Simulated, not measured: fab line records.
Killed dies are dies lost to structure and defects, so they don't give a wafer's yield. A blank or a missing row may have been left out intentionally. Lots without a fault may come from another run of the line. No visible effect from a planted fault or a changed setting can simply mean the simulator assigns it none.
fab line records + flow sky130
record
- lots=4
- wafers=12
- last-day=51
route steps=708 shown VIA3@593 METAL4@598 CAP2M@603 PAD_OPEN@708
lots that met no fault: from a run of the same line without faults
start-h: the number of hours between the record's first day and the start of the first shown wafer of the lot + wait-h: hours from the lot's prior step to this one + " same as the row above + L1.1+2: one row covering several wafers at once + - value missing, or start not given + * or withheld: withheld + < > ~ a bound
route shown NAME@n: names a module that has steps shown in the file, with the first one's number in the route + usual: mean/standard deviation taken from wafers without a fault + same: alike in all rows + chamber/n: place in a boat + sites: each site's reading + _std_site: the standard deviation of these + _edge_site: the outer-site mean with the inner-site mean subtracted + radius-mm: for every site, how far away it sits from the centre of the wafer + mask NAME#n: copy n + behind: the most recent tool/chamber to have shaped the wafer + hold: reason for holding the lot/hours on hold/outcome of the hold + device: names the non-switching transistor (n, p or np) + end of line: at the end of the route, the tests of the same wafers + a step without rows: its recipe alone + killed: not the wafer's yield, but the dies lost to structure and defects at the first sort + map: a wafer's dies, marking killed ones x, the rest . and places with no die _
set.NAME: the run value of the setting; set.NAME@STEP: its run value at that earlier step + model.NAME: the simulator's own value behind a step, which no gauge read
certain route steps with their lots: each step a table, each wafer a row
services: a tool's chamber out of use, with start hour (start-h, from the record's first day; less than 0 if before it), hours out, and reason
## steps
# step SKY_VIA3_SPUTTER_20
# recipe
- material=TiN
- target-thk-nm=20
- chamber-pressure-pa=5
- power-w=4000
- time-s=80
# step SKY_VIA3_CVD_21
# recipe
- material=W
- target-thk-nm=390
- time-s=117.31
- temp-c=400
- pressure-torr=40
# step SKY_VIA3_CMP_24
# recipe
- stop-on=SiO2
- t-overpolish-s=20
- down-force-psi=3.5
- platen-rpm=60
- target-thk-nm=0
- pad-velocity-m-s=0.94248
# step SKY_METAL4_SPUTTER_00
# recipe
- material=Ti
- target-thk-nm=15
- power-w=3000
- time-s=10
- chamber-pressure-pa=0.4
# step SKY_METAL4_SPUTTER_01
# recipe
- material=TiN
- target-thk-nm=20
- power-w=6500
- time-s=16.7
- chamber-pressure-pa=0.4
# step SKY_METAL4_SPUTTER_02
# recipe
- material=AlCu
- target-thk-nm=735
- power-w=10600
- time-s=39.1
- chamber-pressure-pa=0.4
# step SKY_METAL4_SPUTTER_03
# recipe
- material=Ti
- target-thk-nm=5
- power-w=3000
- time-s=3.3
- chamber-pressure-pa=0.4
# step SKY_METAL4_SPUTTER_04
# recipe
- material=TiN
- target-thk-nm=70
- power-w=6500
- time-s=58.3
- chamber-pressure-pa=0.4
# step SKY_CAP2M_CVD_00
# recipe
- material=SiO2
- target-thk-nm=15.5
- temp-c=400
- time-s=withheld
- rf-w=450
# step SKY_CAP2M_SPUTTER_02
# recipe
- material=TiN
- target-thk-nm=200
- temp-c=300
- power-w=6500
- time-s=166.7
- chamber-pressure-pa=0.4
# usual
- chamber-pressure-pa=0.4000/0.00081
- throttle-valve-pct=30.0/1.1
| lot.wafer | tool           | chamber | start-h | wait-h | chamber-pressure-pa | throttle-valve-pct | model.TiN_of_CAP2M_SPUTTER_02.thk-nm |
|-----------|----------------|---------|---------|--------|---------------------|--------------------|--------------------------------------|
| L781.1    | pvd-sputter-03 | -       | 988.61  | 0.1    | 0.4001              | 30.9               | 199.5                                |
| L781.5    | "              | -       | "       | "      | 0.4006              | 30.9               | 200.7                                |
| L781.6    | "              | -       | "       | "      | 0.4000              | 29.6               | 200.6                                |
| L788.3    | pvd-sputter-03 | -       | 1028.45 | 0.0    | 0.3988              | 29.9               | 199.8                                |
| L788.4    | "              | -       | "       | "      | 0.4006              | 30.8               | 197.3                                |
| L788.6    | "              | -       | "       | "      | 0.3981              | 29.8               | 127.3                                |
| L792.2    | pvd-sputter-03 | -       | 1055.63 | 0.0    | 0.3996              | 29.6               | 201.2                                |
| L792.5    | "              | -       | "       | "      | 0.3988              | 30.6               | 201.2                                |
| L792.6    | "              | -       | "       | "      | 0.3986              | 29.6               | 132                                  |
| L796.2    | pvd-sputter-01 | -       | 1102.55 | 0.0    | 0.4000              | 30.6               | 202.6                                |
| L796.4    | "              | -       | "       | "      | 0.3996              | 31.6               | 198.8                                |
| L796.5    | "              | -       | "       | "      | 0.4013              | 31.1               | 195.9                                |
# step SKY_CAP2M_RS_MEAS_03
# recipe
- thk-meas-gauge=four-point-probe
- reads=TiN_of_CAP2M_SPUTTER_02
# usual
- CAP2M_TIN_RS=6.97/0.098
| lot.wafer | tool          | chamber | start-h | wait-h | CAP2M_TIN_RS[ohm/sq] |
|-----------|---------------|---------|---------|--------|----------------------|
| L781.1    | film-metro-03 | -       | 988.72  | 0.1    | 6.93                 |
| L781.5    | "             | -       | "       | "      | 6.88                 |
| L781.6    | "             | -       | "       | "      | 6.88                 |
| L788.3    | film-metro-03 | -       | 1028.60 | 0.1    | 6.91                 |
| L788.4    | "             | -       | "       | "      | 7.01                 |
| L788.6    | "             | -       | "       | "      | 11.00                |
| L792.2    | film-metro-03 | -       | 1055.76 | 0.1    | 6.87                 |
| L792.5    | "             | -       | "       | "      | 6.85                 |
| L792.6    | "             | -       | "       | "      | 10.57                |
| L796.2    | film-metro-01 | -       | 1102.67 | 0.1    | 6.85                 |
| L796.4    | "             | -       | "       | "      | 6.98                 |
| L796.5    | "             | -       | "       | "      | 7.07                 |
# step SKY_CAP2M_THK_MEAS_04
# recipe
- thk-meas-gauge=xrf
- reads=TiN_of_CAP2M_SPUTTER_02
# usual
- CAP2M_TIN_THK=197.8/2.6
| lot.wafer | tool          | chamber | start-h | wait-h | CAP2M_TIN_THK[nm] |
|-----------|---------------|---------|---------|--------|-------------------|
| L781.1    | film-metro-03 | -       | 988.84  | 0.1    | 198.6             |
| L781.5    | "             | -       | "       | "      | 200.3             |
| L781.6    | "             | -       | "       | "      | 200.3             |
| L788.3    | film-metro-03 | -       | 1028.70 | 0.1    | 199.4             |
| L788.4    | "             | -       | "       | "      | 197.2             |
| L788.6    | "             | -       | "       | "      | 126.8             |
| L792.2    | film-metro-03 | -       | 1055.87 | 0.1    | 201.6             |
| L792.5    | "             | -       | "       | "      | 201.4             |
| L792.6    | "             | -       | "       | "      | 131.9             |
| L796.2    | film-metro-01 | -       | 1102.78 | 0.1    | 201.6             |
| L796.4    | "             | -       | "       | "      | 198.1             |
| L796.5    | "             | -       | "       | "      | 195.1             |
# step SKY_CAP2M_DEHYDRATE_05
# recipe
- temp-c=200
- time-s=60
# step SKY_CAP2M_HMDS_06
# recipe
- prime-time-s=60
- prime-temp-c=120
# step SKY_CAP2M_COAT_07
# recipe
- resist=NOVOLAK
- spin-rpm=3000
- resist-thk-nm=1140
# step SKY_CAP2M_SOFTBAKE_08
# recipe
- temp-c=90
- time-s=60
- resist=NOVOLAK
# step SKY_CAP2M_EXPOSE_09
# recipe
- mask-id=CAP2M
- na=0.6
- source-shape=conventional
- sigma-outer=0.6
- polarization=unpolarized
- target-cd-nm=1000
- dose-mj=159
# step SKY_CAP2M_PEB_10
# recipe
- temp-c=withheld
- time-s=*
- resist=NOVOLAK
# step SKY_CAP2M_DEVELOP_11
# recipe
- resist=NOVOLAK
- developer=TMAH
- develop-time-s=60
- dev-temp-c=23
# step SKY_CAP2M_METAL_ETCH_13
# recipe
- target-depth-nm=220
- stop-on=SiO2
- chemistry=Cl2/BCl3
- target=TiN
- pressure-mtorr=10
- icp-w=900
- bias-w=48.5
- Cl2_flow_sccm=60
- bcl3-flow-sccm=30
- time-s=62.9
# usual
- drypump-motor-current-A=5.5/0.34
- oes-product-au=0.937/0.009
- throttle-valve-pct=21.904/0.011
| lot.wafer | tool         | chamber | start-h | wait-h | drypump-motor-current-A | oes-product-au | rf-hours-counter-h | throttle-valve-pct |
|-----------|--------------|---------|---------|--------|-------------------------|----------------|--------------------|--------------------|
| L781.1    | rie-metal-02 | 1       | 1011.27 | 0.0    | 6.0                     | 0.933          | 9                  | 21.897             |
| L781.5    | "            | 1       | "       | "      | 6.0                     | 0.943          | -                  | 21.903             |
| L781.6    | "            | 0       | "       | "      | 5.8                     | 0.941          | -                  | 21.890             |
| L788.3    | rie-metal-01 | 1       | 1049.85 | 0.0    | 5.4                     | 0.944          | -                  | 21.900             |
| L788.4    | "            | 0       | "       | "      | 5.4                     | 0.929          | -                  | 21.897             |
| L788.6    | "            | 0       | "       | "      | 5.4                     | 0.729          | -                  | 22.034             |
| L792.2    | rie-metal-01 | 1       | 1076.28 | 0.0    | 5.4                     | 0.949          | 11                 | 21.897             |
| L792.5    | "            | 0       | "       | "      | 5.4                     | 0.936          | -                  | 21.902             |
| L792.6    | "            | 1       | "       | "      | 5.4                     | 0.752          | -                  | 22.028             |
| L796.2    | rie-metal-01 | 1       | 1121.52 | 0.0    | 5.4                     | 0.950          | 15                 | 21.885             |
| L796.4    | "            | 0       | "       | "      | 5.4                     | 0.933          | -                  | 21.908             |
| L796.5    | "            | 0       | "       | "      | 5.4                     | 0.924          | -                  | 21.905             |
# step SKY_CAP2M_STRIP_14
# recipe
- chemistry=O2/N2
- power-w=1400
- pressure-mtorr=1500
- platen-temp-c=withheld
- o2-flow-sccm=3000
- n2-flow-sccm=300
- overash-fraction=0.5
# step SKY_CAP2M_STRIP_15
# recipe
- chemistry=post-etch-residue-remover
- time-s=1200
- temp-c=72.5
# step SKY_CAP2M_CLEAN_16
# recipe
- chemistry=IPA
- time-s=180
- temp-c=25
# step SKY_CAP2M_CLEAN_17
# recipe
- chemistry=O3/DIW
- dry=n2-spin
# step SKY_METAL4_DEHYDRATE_05
# recipe
- temp-c=200
- time-s=60
# step SKY_METAL4_HMDS_06
# recipe
- prime-time-s=60
- prime-temp-c=120
# step SKY_METAL4_COAT_07
# recipe
- resist=BARC
- temp-c=withheld
- time-s=withheld
- spin-rpm=3000
- resist-thk-nm=60
# step SKY_METAL4_COAT_08
# recipe
- resist=KrF-thick
- spin-rpm=3000
- resist-thk-nm=1140
# step SKY_METAL4_SOFTBAKE_09
# recipe
- temp-c=100
- time-s=90
- resist=KrF-thick
# step SKY_METAL4_EXPOSE_10
# recipe
- mask-id=MM4
- na=0.68
- source-shape=annular
- sigma-inner=0.4
- sigma-outer=0.8
- target-cd-nm=300
- dose-mj=28
# step SKY_METAL4_PEB_11
# recipe
- peb-temp-c=withheld
- peb-time-s=withheld
- resist=KrF-thick
# step SKY_METAL4_DEVELOP_12
# recipe
- develop-time-s=60
- resist=KrF-thick
- dev-temp-c=21
# step SKY_METAL4_DESCUM_15
# recipe
- chemistry=O2
- source-power-w=150
- bias-power-w=0
- pressure-mtorr=10
- temp-c=40
- time-s=8
# step SKY_METAL4_ETCH_16
# recipe
- chemistry=N2/H2
- target=BARC
- ion-energy-ev=200
- bias-w=100
- pressure-mtorr=30
- n2-flow-sccm=100
- h2-flow-sccm=200
- icp-w=500
- stop-on=SiO2
- time-s=88.2
- target-depth-a=600
# step SKY_METAL4_ETCH_17
# recipe
- target=SiO2
- stop-on=TiN
- chemistry=C4F8/O2/Ar
- source-w=1500
- bias-w=1200
- pressure-mtorr=40
- c4f8-flow-sccm=withheld
- O2_flow_sccm=6
- Ar_flow_sccm=300
- time-s=3.9
- target-depth-a=150
# step SKY_METAL4_METAL_ETCH_18
# recipe
- target-depth-a=8450
- stop-on=SiO2
- over-etch-frac=0.3
- time-s=183.1
- chemistry=Cl2/BCl3
- resist-sidewall-deg=88
- pressure-mtorr=10
- icp-w=900
- bias-w=48.5
- Cl2_flow_sccm=60
- bcl3-flow-sccm=30
# step SKY_METAL4_STRIP_20
# recipe
- chemistry=post-etch-residue-remover
- time-s=1200
- temp-c=72.5
# usual
- temp-c=72.51/0.13
| lot.wafer | tool         | chamber | start-h | wait-h | temp-c | model.TiN_of_CAP2M_SPUTTER_02.thk-nm |
|-----------|--------------|---------|---------|--------|--------|--------------------------------------|
| L781.1    | wet-bench-03 | 1       | 1035.83 | 0.1    | 72.36  | 198.7                                |
| L781.5    | "            | 1       | "       | "      | 72.41  | 199.9                                |
| L781.6    | "            | 1       | "       | "      | 72.36  | 199.7                                |
| L788.3    | wet-bench-02 | 3       | 1072.13 | 0.0    | 72.56  | 199                                  |
| L788.4    | "            | 3       | "       | "      | 72.43  | 196.5                                |
| L788.6    | "            | 3       | "       | "      | 72.62  | 126.5                                |
| L792.2    | wet-bench-02 | 1       | 1097.08 | 0.1    | 72.61  | 200.4                                |
| L792.5    | "            | 1       | "       | "      | 72.73  | 200.3                                |
| L792.6    | "            | 1       | "       | "      | 72.68  | 131.1                                |
| L796.2    | wet-bench-03 | 1       | 1142.39 | 0.1    | 72.60  | 201.7                                |
| L796.4    | "            | 1       | "       | "      | 72.46  | 197.9                                |
| L796.5    | "            | 1       | "       | "      | 72.58  | 195                                  |
# step SKY_PAD_OPEN_PROBE_99
# usual
- defect-limited-yield=82.6/1.8
- killed_at_M0_to_M3=43/6.5
- killed_at_M4_up=3.1/1.8
- killed-at-contacts=24/5.6
- killed-at-front-end=15/4.2
- killed-at-other=0.3/0.5
- killed-dies=86/8.9
- killed-open=47/6.9
- killed-short=39/5.9
- sort_bin_3_pad_short=0.9/0.39
- sort_bin_5_function=10.4/1.6
- sort_bin_6_memory=6.2/1
- sort-n-pass=406/8.9
- sort-yield-pct=82.6/1.8
# same
- gross-dies=492
- killed-at-back-side=0
- sort_bin_4_leakage[%]=0
- sort_bin_8_speed[%]=0
| lot.wafer | tool      | chamber | start-h | wait-h | defect-limited-yield[%] | killed_at_M0_to_M3 | killed_at_M4_up | killed-at-contacts | killed-at-front-end | killed-at-other | killed-dies | killed-open | killed-short | sort_bin_3_pad_short[%] | sort_bin_5_function[%] | sort_bin_6_memory[%] | sort-n-pass | sort-yield-pct[%] | model.etest.cap-mim2.plate-ohm-sq | model.etest.cap-mim2.bv-v | model.etest.cap-mim2.leak-log10-a-cm2 |
|-----------|-----------|---------|---------|--------|-------------------------|--------------------|-----------------|--------------------|---------------------|-----------------|-------------|-------------|--------------|-------------------------|------------------------|----------------------|-------------|-------------------|-----------------------------------|---------------------------|---------------------------------------|
| L781.1    | prober-02 | -       | 1124.41 | 0.1    | 83.1                    | 37                 | 2               | 26                 | 18                  | 0               | 83          | 45          | 38           | 1.2                     | 9.8                    | 5.9                  | 409         | 83.1              | 5.982                             | 13.56                     | -9.099                                |
| L781.5    | prober-02 | -       | 1124.61 | 0.2    | 81.3                    | 46                 | 4               | 25                 | 17                  | 0               | 92          | 48          | 44           | 1.2                     | 11.0                   | 6.5                  | 400         | 81.3              | 6.048                             | 14.76                     | -9.061                                |
| L781.6    | prober-02 | -       | 1124.66 | 0.2    | 82.9                    | 43                 | 2               | 20                 | 18                  | 1               | 84          | 37          | 47           | 1.0                     | 11.4                   | 4.7                  | 408         | 82.9              | 5.992                             | 13.94                     | -8.898                                |
| L788.3    | prober-01 | -       | 1156.65 | 0.2    | 83.1                    | 39                 | 3               | 33                 | 8                   | 0               | 83          | 51          | 32           | 0.6                     | 9.1                    | 7.1                  | 409         | 83.1              | 5.964                             | 14.67                     | -8.964                                |
| L788.4    | prober-01 | -       | 1156.70 | 0.2    | 81.9                    | 50                 | 3               | 23                 | 13                  | 0               | 89          | 51          | 38           | 0.6                     | 10.8                   | 6.7                  | 403         | 81.9              | 6.057                             | 13.95                     | -9.01                                 |
| L788.6    | prober-01 | -       | 1156.80 | 0.2    | 87.2                    | 39                 | 0               | 14                 | 10                  | 0               | 63          | 33          | 30           | 1.0                     | 8.3                    | 3.5                  | 429         | 87.2              | 9.405                             | 11.98                     | -8.074                                |
| L792.2    | prober-01 | -       | 1176.58 | 0.1    | 80.3                    | 48                 | 5               | 29                 | 15                  | 0               | 97          | 56          | 41           | 1.0                     | 13.0                   | 5.7                  | 395         | 80.3              | 5.952                             | 13.81                     | -8.941                                |
| L792.5    | prober-01 | -       | 1176.73 | 0.2    | 83.3                    | 46                 | 3               | 26                 | 7                   | 0               | 82          | 45          | 37           | 1.0                     | 9.1                    | 6.5                  | 410         | 83.3              | 5.949                             | 14.02                     | -8.978                                |
| L792.6    | prober-01 | -       | 1176.78 | 0.2    | 81.3                    | 46                 | 2               | 27                 | 17                  | 0               | 92          | 43          | 49           | 0.6                     | 11.6                   | 6.5                  | 400         | 81.3              | 9.121                             | 12.1                      | -8.241                                |
| L796.2    | prober-02 | -       | 1212.08 | 0.1    | 81.9                    | 44                 | 1               | 21                 | 23                  | 0               | 89          | 59          | 30           | 0.8                     | 8.3                    | 8.9                  | 403         | 81.9              | 5.91                              | 14.13                     | -9.009                                |
| L796.4    | prober-02 | -       | 1212.18 | 0.2    | 82.5                    | 41                 | 2               | 26                 | 17                  | 0               | 86          | 40          | 46           | 1.2                     | 11.0                   | 5.3                  | 406         | 82.5              | 6.05                              | 13.66                     | -8.875                                |
| L796.5    | prober-02 | -       | 1212.23 | 0.2    | 80.3                    | 44                 | 1               | 36                 | 15                  | 1               | 97          | 52          | 45           | 0.8                     | 12.8                   | 6.1                  | 395         | 80.3              | 6.13                              | 14.3                      | -9.021                                |
# killed by level:class
L781.1 FIELD_ISO:geometric-particle:short=8 VIA2:geometric-particle:open=8 CONTACT:geometric-particle:open=8 LI_CONTACT:geometric-particle:open=7 FIELD_ISO:geometric-particle:open=6 LOCAL_INTERCONNECT:geometric-particle:short=6 VIA1:geometric-particle:open=5 VIA2:geometric-particle:short=5
L781.5 VIA1:geometric-particle:open=14 LI_CONTACT:geometric-particle:open=8 POLY_GATE:geometric-particle:open=7 CONTACT:geometric-particle:short=7 CONTACT:geometric-particle:open=7 METAL2:geometric-particle:short=7 VIA3:geometric-particle:open=6 FIELD_ISO:geometric-particle:short=5
L781.6 VIA3:geometric-particle:short=9 VIA2:geometric-particle:open=7 VIA3:geometric-particle:open=7 LOCAL_INTERCONNECT:geometric-particle:short=5 CONTACT:geometric-particle:open=5 FIELD_ISO:geometric-particle:short=4 FIELD_ISO:geometric-particle:open=4 POLY_GATE:geometric-particle:short=4
L788.3 LI_CONTACT:geometric-particle:open=16 CONTACT:geometric-particle:open=8 VIA2:geometric-particle:open=7 VIA1:geometric-particle:open=6 VIA2:geometric-particle:short=6 METAL1:geometric-particle:short=5 FIELD_ISO:geometric-particle:short=4 LI_CONTACT:geometric-particle:short=4
L788.4 VIA1:geometric-particle:open=12 VIA2:geometric-particle:open=8 LI_CONTACT:geometric-particle:open=7 LOCAL_INTERCONNECT:geometric-particle:short=6 METAL1:geometric-particle:short=6 VIA1:geometric-particle:short=5 VIA3:geometric-particle:open=5 POLY_GATE:geometric-particle:open=4
L788.6 METAL1:geometric-particle:short=9 VIA2:geometric-particle:open=5 VIA3:geometric-particle:open=5 LOCAL_INTERCONNECT:geometric-particle:short=5 VIA1:geometric-particle:open=5 POLY_GATE:geometric-particle:short=3 LI_CONTACT:geometric-particle:open=3 CONTACT:geometric-particle:open=3
L792.2 LI_CONTACT:geometric-particle:open=13 VIA1:geometric-particle:open=11 VIA3:geometric-particle:open=10 CONTACT:geometric-particle:short=6 VIA2:geometric-particle:short=6 METAL2:geometric-particle:short=6 FIELD_ISO:geometric-particle:open=5 CONTACT:geometric-particle:open=5
L792.5 LI_CONTACT:geometric-particle:open=10 CONTACT:geometric-particle:open=10 VIA1:geometric-particle:open=9 VIA1:geometric-particle:short=7 VIA2:geometric-particle:open=7 METAL1:geometric-particle:short=4 METAL2:geometric-particle:short=4 VIA3:geometric-particle:short=4
L792.6 VIA1:geometric-particle:open=11 CONTACT:geometric-particle:open=10 FIELD_ISO:geometric-particle:short=6 METAL1:geometric-particle:short=6 CONTACT:geometric-particle:short=6 VIA2:geometric-particle:open=6 LOCAL_INTERCONNECT:geometric-particle:short=5 VIA3:geometric-particle:open=5
L796.2 CONTACT:geometric-particle:open=13 VIA2:geometric-particle:open=8 VIA1:geometric-particle:open=7 VIA3:geometric-particle:open=7 FIELD_ISO:geometric-particle:open=5 FIELD_ISO:geometric-particle:short=5 LI_CONTACT:geometric-particle:open=5 METAL1:geometric-particle:short=4
L796.4 CONTACT:geometric-particle:open=13 POLY_GATE:geometric-particle:short=6 VIA2:geometric-particle:short=6 VIA1:geometric-particle:open=6 VIA3:geometric-particle:open=5 METAL1:geometric-particle:short=5 VIA1:geometric-particle:short=5 VIA2:geometric-particle:open=5
L796.5 CONTACT:geometric-particle:open=12 METAL1:geometric-particle:short=9 METAL2:geometric-particle:short=8 LI_CONTACT:geometric-particle:open=8 CONTACT:geometric-particle:short=8 VIA1:geometric-particle:open=8 POLY_GATE:geometric-particle:short=6 POLY_GATE:geometric-particle:open=6
## services
| tool           | chamber | start-h | hours | kind   |
|----------------|---------|---------|-------|--------|
| pvd-sputter-01 | -       | 991.89  | 2.2   | repair |
| rie-metal-01   | 1       | 1057.35 | 8.7   | repair |
| pvd-sputter-03 | -       | 1115.15 | 1.0   | repair |
| rie-metal-02   | 0       | 1128.99 | 1.5   | repair |
| pvd-sputter-03 | -       | 1137.12 | 1.4   | repair |
## key
first-sign
- step=SKY_CAP2M_RS_MEAS_03
- reading=CAP2M_TIN_RS
- direction=up
- sigmas=39
- usual=6.97
- struck=10.78
effect
- step=SKY_CAP2M_THK_MEAS_04
- reading=CAP2M_TIN_THK
- direction=down
- sigmas=26
- usual=197.8
- struck=129.4
effect
- step=SKY_CAP2M_METAL_ETCH_13
- reading=oes-product-au
- direction=down
- sigmas=22
- usual=0.937
- struck=0.740
model-effect
- step=SKY_CAP2M_SPUTTER_02
- value=TiN_of_CAP2M_SPUTTER_02.thk-nm
- without=200.3
- struck=129.7
model-effect
- step=SKY_METAL4_STRIP_20
- value=TiN_of_CAP2M_SPUTTER_02.thk-nm
- without=199.4
- struck=128.8
model-effect
- step=SKY_PAD_OPEN_PROBE_99
- value=etest.cap-mim2.plate-ohm-sq
- without=5.996
- struck=9.263
met-at SKY_CAP2M_SPUTTER_02
struck-wafers L788.6,L792.6
onset-between 988.61 1028.45
fault
- kind=process-parameter-drift
- tool=pvd-sputter-03
- chamber=-
- onset-h=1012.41
- steps=SKY_CAP2M_SPUTTER_02
- channel=target-thk-nm
- offset=-70.631
- shape=step
- end-h=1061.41
- scope=struck-wafers-only
- acts-in=these-recipes-only
- stated=200
